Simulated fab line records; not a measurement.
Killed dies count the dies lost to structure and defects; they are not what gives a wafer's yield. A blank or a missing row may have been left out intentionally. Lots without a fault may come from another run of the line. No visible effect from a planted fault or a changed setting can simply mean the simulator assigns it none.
Comparing a struck lot with a sound one ; flow sky130 ; 15 out of 708 route steps
Sound: the wafers L449.1, L449.2, L449.6. Wafers struck: L456.2, L456.3, L456.4. The cause is named last.
Order at every step that has rows: each side's tool, ch and its chambers, its first start. Under that, the readings that differ: sound wafers ; struck wafers ; difference of the means ; sigmas: that difference in standard deviations of wafers without a fault.
alike: readings with means less than 2 such deviations apart, plus words and numbers identical on both sides. not compared: withheld readings, readings lacking a value on some wafer, bounds such as >300 that could conceal the same value, and numbers that have no deviation in the record and whose values overlap.
A row with sigmas, a row that says differs or no value, or rows on one side alone: a step with any of these is where the two part. Numbers that have no deviation but don't overlap get no sigmas and don't part them. Lack of a reading on every wafer of one side parts them only where that side has two or more wafers.

SKY_POLY_GATE_THK_MEAS_21:
  struck on film_metro-03, day 23 20:56; sound on film_metro-04, day 21 07:37
  alike: POLY_GATE_OXIDATION_THK
SKY_POLY_GATE_CD_MEAS_22:
  struck on cd_sem-02, day 23 21:01; sound on cd_sem-01, day 21 07:41
  alike: cd_nm
then, 7 steps without rows for these wafers: SKY_LDD_N_DEHYDRATE_00 (time 60 s); SKY_LDD_N_HMDS_01 (prime time 60 s); SKY_LDD_N_COAT_02 (resist thk 300 nm); SKY_LDD_N_SOFTBAKE_03 (time 60 s); SKY_LDD_N_EXPOSE_04 (exposes mask NTM, target cd 840 nm); SKY_LDD_N_PEB_05; SKY_LDD_N_DEVELOP_06 (develop time 60 s).
SKY_LDD_N_OVL_MEAS_07:
  struck on overlay-02, day 25 02:14; sound on overlay-01, day 22 14:30
  alike: LDD_N_OVL
then, 2 steps without rows for these wafers: SKY_LDD_N_IMPLANT_08; SKY_LDD_N_IMPLANT_09.
SKY_LDD_N_IMPLANT_10:
  sound on implanter-03 ch 0, day 22 14:50; struck on implanter-01 ch 0, day 25 02:35
reading;sound;struck;difference;sigmas
rotation_deg (degrees);202.95 202.98 202.96;275.61 275.59 275.61;+72.64;+99 or more
  alike: end_station_pressure_torr
after that, 1 step had no rows for these wafers: SKY_LDD_N_IMPLANT_11.
SKY_PAD_OPEN_PROBE_99:
  sound wafers here have rows in the record (prober-01, day 49 00:10); struck ones have none

== WHERE THEY PART ==
At SKY_LDD_N_IMPLANT_10 first; at SKY_PAD_OPEN_PROBE_99 last (within this record only).

WHY: whatever the simulator had introduced
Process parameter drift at SKY_LDD_N_IMPLANT_10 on implanter-01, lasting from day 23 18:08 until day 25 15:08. From 203, the setting rotation_deg moved by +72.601. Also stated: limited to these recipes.
